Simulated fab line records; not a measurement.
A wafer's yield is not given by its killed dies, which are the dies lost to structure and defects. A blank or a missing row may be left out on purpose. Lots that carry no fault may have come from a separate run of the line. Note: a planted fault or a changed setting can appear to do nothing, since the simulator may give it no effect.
The tool behind it: which one? -- flow sfqLine -- 42 wafers from 14 lots sampled at 4 of the route's 325 steps

WHAT THE GAUGES READ, wafer by wafer
SFQ_I7_OVL_MEAS_947.
lot,measured,on,I7_OVL (nm)
L721,day 68 15:25,overlay-01,4 3 11
L722,day 69 05:08,overlay-02,4 -3 4
L723,day 69 08:43,overlay-02,-5 -8 -7
L725,day 70 06:19,overlay-02,- - -
L726,day 70 08:34,overlay-01,- - -
L728,day 70 15:52,overlay-01,2 11 3
L730,day 70 19:28,overlay-01,1 -3 1
L735,day 71 02:40,overlay-01,-2 -2 2
L736,day 71 03:52,overlay-01,0 6 -1
L737,day 71 05:04,overlay-01,3 4 0
L739,day 71 20:51,overlay-01,-1 4 10
L741,day 71 23:14,overlay-01,1 -4 7
L742,day 74 03:50,overlay-02,2 5 5
L744,day 74 07:36,overlay-02,-6 -2 -4

WHAT TOOL EACH LOT RAN ON (gives the tool, then ch and the chambers of the sampled wafers, and finally the start)
lot,SFQ_TRILAYER_I1_METRO_MEASURE_047,SFQ_TRILAYER_I5_STRIP_STRIP_148,SFQ_TRILAYER_I6_VIA_LITHO_DEVELOP_171
L721,"filmMetro-04, day 13 16:13","rieMetal-01 ch 0,1, day 49 01:29","lithoTrack-03 ch 0, day 58 23:05"
L722,"filmMetro-04, day 13 21:29","rieMetal-01 ch 0,1, day 49 03:53","lithoTrack-03 ch 0, day 59 11:06"
L723,"filmMetro-03, day 14 05:53","rieMetal-04 ch 0,1, day 49 20:29","lithoTrack-01 ch 0, day 59 15:23"
L725,"filmMetro-03, day 14 11:53","rieMetal-02 ch 0,1, day 50 07:17","lithoTrack-02, day 60 22:35"
L726,"filmMetro-03, day 14 22:14","rieMetal-04 ch 0,1, day 50 09:41","lithoTrack-02, day 61 02:12"
L728,"filmMetro-04, day 15 13:26","rieMetal-04 ch 0,1, day 50 23:40","lithoTrack-03 ch 0, day 61 17:44"
L730,"filmMetro-04, day 16 10:26","rieMetal-04 ch 0,1, day 51 07:52","lithoTrack-02 ch 0, day 62 00:53"
L735,"filmMetro-03, day 18 17:48","rieMetal-04 ch 1, day 60 01:22","lithoTrack-02 ch 0, day 62 07:43"
L736,"filmMetro-04, day 18 20:27","rieMetal-02 ch 0,1, day 60 02:34","lithoTrack-02 ch 0, day 62 08:54"
L737,"filmMetro-01, day 19 01:00","rieMetal-04 ch 0,1, day 60 03:46","lithoTrack-03 ch 0, day 62 10:07"
L739,"filmMetro-03, day 19 20:49","rieMetal-02 ch 0,1, day 61 20:04","lithoTrack-02 ch 0, day 67 12:45"
L741,"filmMetro-01, day 20 09:48","rieMetal-02 ch 0,1, day 62 15:16","lithoTrack-03 ch 0, day 67 23:31"
L742,"filmMetro-03, day 20 23:00","rieMetal-02 ch 0,1, day 63 09:11","lithoTrack-01 ch 0, day 68 12:43"
L744,"filmMetro-03, day 21 21:49","rieMetal-04 ch 0, day 65 01:22","lithoTrack-02 ch 0, day 70 01:22"
- SFQ_TRILAYER_I1_METRO_MEASURE_047
- SFQ_TRILAYER_I5_STRIP_STRIP_148: strips in O2.
- SFQ_TRILAYER_I6_VIA_LITHO_DEVELOP_171: time 60 s.

WHAT THE TOOLS THEMSELVES READ (means of the sampled wafers that have a number; where no wafer has one, the mark that the record gives instead)
SFQ_TRILAYER_I1_METRO_MEASURE_047.
lot,tool,thkNm (nm)
L721,filmMetro-04,200.5
L722,filmMetro-04,200.2
L723,filmMetro-03,202.4
L725,filmMetro-03,200.6
L726,filmMetro-03,200.5
L728,filmMetro-04,200.3
L730,filmMetro-04,200.1
L735,filmMetro-03,200.6
L736,filmMetro-04,202.9
L737,filmMetro-01,200.6
L739,filmMetro-03,199.6
L741,filmMetro-01,201.5
L742,filmMetro-03,201.2
L744,filmMetro-03,200.9

SFQ_TRILAYER_I5_STRIP_STRIP_148.
lot,tool,drypumpMotorCurrentA (A),oesProductAu (a.u.)
L721,rieMetal-01,5.8,0.988
L722,rieMetal-01,5.8,0.998
L723,rieMetal-04,6.1,1.008
L725,rieMetal-02,5.8,1.001
L726,rieMetal-04,5.8,1.001
L728,rieMetal-04,6.1,1.005
L730,rieMetal-04,6.1,1.008
L735,rieMetal-04,5.4,1.004
L736,rieMetal-02,5.8,0.989
L737,rieMetal-04,5.8,0.996
L739,rieMetal-02,6.0,0.989
L741,rieMetal-02,6.0,0.990
L742,rieMetal-02,5.8,1.002
L744,rieMetal-04,6.4,0.996

SFQ_TRILAYER_I6_VIA_LITHO_DEVELOP_171.
lot,tool,chillPlateTempC (C),exhaustPa (Pa)
L721,lithoTrack-03,23.01,44.9
L722,lithoTrack-03,23.16,45.7
L723,lithoTrack-01,23.04,44.5
L725,lithoTrack-02,-,-
L726,lithoTrack-02,-,-
L728,lithoTrack-03,23.08,45.7
L730,lithoTrack-02,22.89,43.9
L735,lithoTrack-02,23.12,44.4
L736,lithoTrack-02,23.11,45.2
L737,lithoTrack-03,23.03,44.0
L739,lithoTrack-02,22.96,45.3
L741,lithoTrack-03,23.06,46.3
L742,lithoTrack-01,22.97,45.6
L744,lithoTrack-02,23.01,45.0

THE ANSWER, worked out from the rows above alone
Rule: usual is defined by the lots themselves. The widest of any qualifying gaps counts: lots, ordered by their means at a reading, are off when they make up no more than a third of the lots, leave a main group of 4 or more, and stand apart from it by 3 or more times the standard deviation of that group's means. Not used: any main group whose means are identical at the precision the tables above print for the reading. Also off: a lot with no number at a reading for which 4 or more lots have one. Where the step has rows for the other lots, those lots are counted as sound. The gauges are gone through in route order, then the tools' own readings, and for those a lot's mean is taken as printed above. The first step at which some lot is off is used, and at that step the reading that is off furthest; a lot without a number counts as furthest.
Off: at SFQ_I7_OVL_MEAS_947 (I7_OVL), L725, L726. Without a number there: L725, L726. Main group: mean 1 nm, sd 3.6.
If a tool, at a process step before that reading, ran all the lots that are off and no sound lot after the first of them, it fits. The gauges at SFQ_I7_OVL_MEAS_947 aren't tried: what is off there is off at SFQ_TRILAYER_I6_VIA_LITHO_DEVELOP_171 too, on other tools, and a gauge's error can't cause that. Of those tried, none fits.

WHAT HAD BEEN PUT IN BY THE SIMULATOR
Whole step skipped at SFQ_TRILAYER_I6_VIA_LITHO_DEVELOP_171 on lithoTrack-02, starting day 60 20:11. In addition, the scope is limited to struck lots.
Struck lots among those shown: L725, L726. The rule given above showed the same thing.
